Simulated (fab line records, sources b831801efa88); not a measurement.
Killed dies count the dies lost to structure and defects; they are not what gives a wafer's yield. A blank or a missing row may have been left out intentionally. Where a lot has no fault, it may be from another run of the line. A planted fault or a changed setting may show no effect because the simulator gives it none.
Problem report, 8D (eight disciplines) form, completed by code | flow sky130 | the parts of the form that need people (team, actions taken, sign-off) are left out

1. PROBLEM STATEMENT
Mean of runLengthS at SKY_VIA3_SOFTBAKE_08: 113.89 s across 6 wafers in 2 lots; on wafers with no fault it is 119.15 s (standard deviation 0.18). That puts it -29 standard deviations away from the usual mean.
The step: time 90 s.
First observed at day 44 21:00: wafer L246.3, on lithoTrack-02. Wafers with a number at this step in the record: 36, from 12 lots. Rule for "out" (also "out of limits"): further than 4 standard deviations from the usual mean. The other wafers with a number count as sound.

2. WHAT IT IS, AND WHAT IT ISN'T
question                    | is                            | is not
which readings at this step | runLengthS, heaterPowerTotalW | chillPlateTempC
which lots                  | L246, L247                    | L228, L230, L231, L234, L236, L237, L239, L240, L249, L251
which wafers of those lots  | all that have a number        | -
read on which tools         | lithoTrack-02                 | lithoTrack-01, lithoTrack-04
when                        | from day 44 21:00             | up to then (24 sound wafers); but 6 sound wafers of L249, L251 came after

3. THE SUSPECTS, EACH WITH WHAT RULES IT OUT
Counting: a tool at a process step up to the reading stays a suspect if it ran every lot that is out and no sound lot after the first of them.
- lithoTrack-02 at SKY_VIA3_SOFTBAKE_08 (time 90 s): kept. Every lot that is out went through it, starting with L246 (day 44 21:00), and after that it ran no sound lot; the last sound lot it ran before then is L237 (day 41 23:00). On those wafers its own readings are out: heaterPowerTotalW, runLengthS.
Left after counting: lithoTrack-02 at SKY_VIA3_SOFTBAKE_08.

4. THE CAUSE (what the simulator had put in)
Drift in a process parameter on lithoTrack-02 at SKY_VIA3_SOFTBAKE_08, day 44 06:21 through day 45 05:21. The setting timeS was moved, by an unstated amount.
Only this tool survived the counting.

5. THE CHAIN OF EFFECTS, in route order
Each row: a reading whose mean over the struck wafers that have a number lies more than 3 standard deviations from the usual. Only readings whose record carries a usual standard deviation are examined. hours: median over the lots of the time between each lot's start at the first step of this table that gives one and its start at this step. sigmas: the change, counted in usual standard deviations.
hours | step                 | reading           | usual    | on struck wafers | change | sigmas
0     | SKY_VIA3_SOFTBAKE_08 | heaterPowerTotalW | 57.37 W  | 58.41            | +1.04  | +9.5
0     | SKY_VIA3_SOFTBAKE_08 | runLengthS        | 119.15 s | 113.89           | -5.26  | -29
Here are the process steps it includes:
- SKY_VIA3_SOFTBAKE_08: time 90 s.

6. HOW IT WOULD HAVE BEEN CAUGHT EARLIER
15 hours passed between the start of the fault at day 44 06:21 and the first reading out of limits in this record, taken at day 44 21:00.
